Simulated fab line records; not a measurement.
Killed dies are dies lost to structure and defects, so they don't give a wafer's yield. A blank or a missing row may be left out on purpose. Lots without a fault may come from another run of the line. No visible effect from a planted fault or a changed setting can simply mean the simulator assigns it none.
Struck lot and sound lot, side by side / flow sky130 / 16 steps out of a route of 708
Sound: the wafers L102.1, L102.2, L102.4. Struck: wafer L103.2 (left out: L103.3, L103.6 of the same lot, which were not struck); the cause appears at the end.
Each step with rows lists, per side, the tool, then ch with its chambers, then its first start. Under that, the readings that differ: sound wafers / struck wafers / difference of the means / sigmas: that difference in standard deviations of wafers without a fault.
alike: readings with means less than 2 such deviations apart, plus words and numbers identical on both sides. not compared: withheld readings, readings lacking a value on some wafer, bounds such as >300 that could conceal the same value, and numbers that have no deviation in the record and whose values overlap.
A row with sigmas, a row that says differs or no value, or rows on one side alone: a step with any of these is where the two part. Numbers that have no deviation but don't overlap get no sigmas and don't part them. A reading that every wafer of one side lacks parts them only if that side has two wafers or more.

first, 1 step without rows for these wafers: SKY_FIELD_ISO_DEVELOP_12 (develop time 60 s).
SKY_FIELD_ISO_CD_MEAS_13: the cd target is 150 nm.
  sound on cd sem-02 at day 3 03:09; struck on cd sem-02 at day 3 03:52
  alike: cd nm
SKY_FIELD_ISO_ETCH_14: etches BARC in N2/H2, stops on SiO2, time 45.9 s, target depth 60 nm.
  sound on rie diel-01 ch 2,3, day 3 03:16; struck on rie diel-04 ch 3, day 3 03:58
  alike: drypump motor current A, oes product au, throttle valve pct
  not compared: rf hours counter h
SKY_FIELD_ISO_ETCH_15: etches the open film in CHF3/O2, stops on Si, target depth 180 nm, time 72 s.
  sound on rie diel-01 ch 2,3, day 3 03:19; struck on rie diel-04 ch 3, day 3 04:01
reading=oes product au (a.u.); sound=0.929 0.938 0.940; struck=0.920; difference=-0.016; sigmas=-2
  alike: drypump motor current A, throttle valve pct
  not compared: rf hours counter h
SKY_FIELD_ISO_STRIP_16: strips in O2/N2.
  sound on plasma asher-04 ch 0,1, day 3 03:22; struck on plasma asher-02 ch 0, day 3 04:04
reading=drypump motor current A (A); sound=6.3 6.8 6.3; struck=5.4; difference=-1.1; sigmas=-2
  alike: oes product au, strip time to endpoint s
  not compared: rf hours counter h
SKY_FIELD_ISO_ETCH_17: etches Si in HBr/Cl2/O2, target depth 342 nm, time 97.7 s.
  sound on rie si-02 ch 0,2,3, day 3 03:28; struck on rie si-02 ch 2, day 3 04:10
  alike: drypump motor current A, oes product au, throttle valve pct
  not compared: rf hours counter h
then, 5 steps without rows for these wafers: SKY_FIELD_ISO_WET_ETCH_18 (etches Si3N4 in H3PO4, target depth 25 nm, time 286 s); SKY_FIELD_ISO_CLEAN_19 (cleans in SC1/SC2, time 150 s); SKY_FIELD_ISO_CLEAN_20 (cleans in dHF, time 20 s); SKY_FIELD_ISO_WET_ETCH_21 (etches SiO2 in dHF, target depth 20 nm, time 400 s); SKY_FIELD_ISO_OXIDATION_22 (stabilise 600 s, purge 300 s, target thk 10 nm).
SKY_FIELD_ISO_THK_MEAS_23:
  sound on film metro-01 at day 3 04:59; struck on film metro-04 at day 3 06:10
  alike: FIELD_ISO_OXIDATION_01_THK
SKY_FIELD_ISO_CVD_24: deposits SiO2, target thk 595 nm, time 99.2 s.
  sound on hdpcvd-01 ch 0,1,2, day 3 05:03; struck on hdpcvd-01 ch 0,1,2, day 3 06:13
SKY_FIELD_ISO_THK_MEAS_25:
  sound on film metro-03 at day 3 05:07; struck on film metro-01 at day 3 06:18
reading=FIELD_ISO_CVD_24_THK (nm); sound=593 596 591; struck=500; difference=-93; sigmas=-16
then, 2 steps without rows for these wafers: SKY_FIELD_ISO_ANNEAL_26 (time 1800 s); SKY_PAD_OPEN_PROBE_99.

WHERE THEY PART
At SKY_FIELD_ISO_ETCH_15 first; at SKY_FIELD_ISO_THK_MEAS_25 last (within this record only).

WHY: whatever the simulator had introduced
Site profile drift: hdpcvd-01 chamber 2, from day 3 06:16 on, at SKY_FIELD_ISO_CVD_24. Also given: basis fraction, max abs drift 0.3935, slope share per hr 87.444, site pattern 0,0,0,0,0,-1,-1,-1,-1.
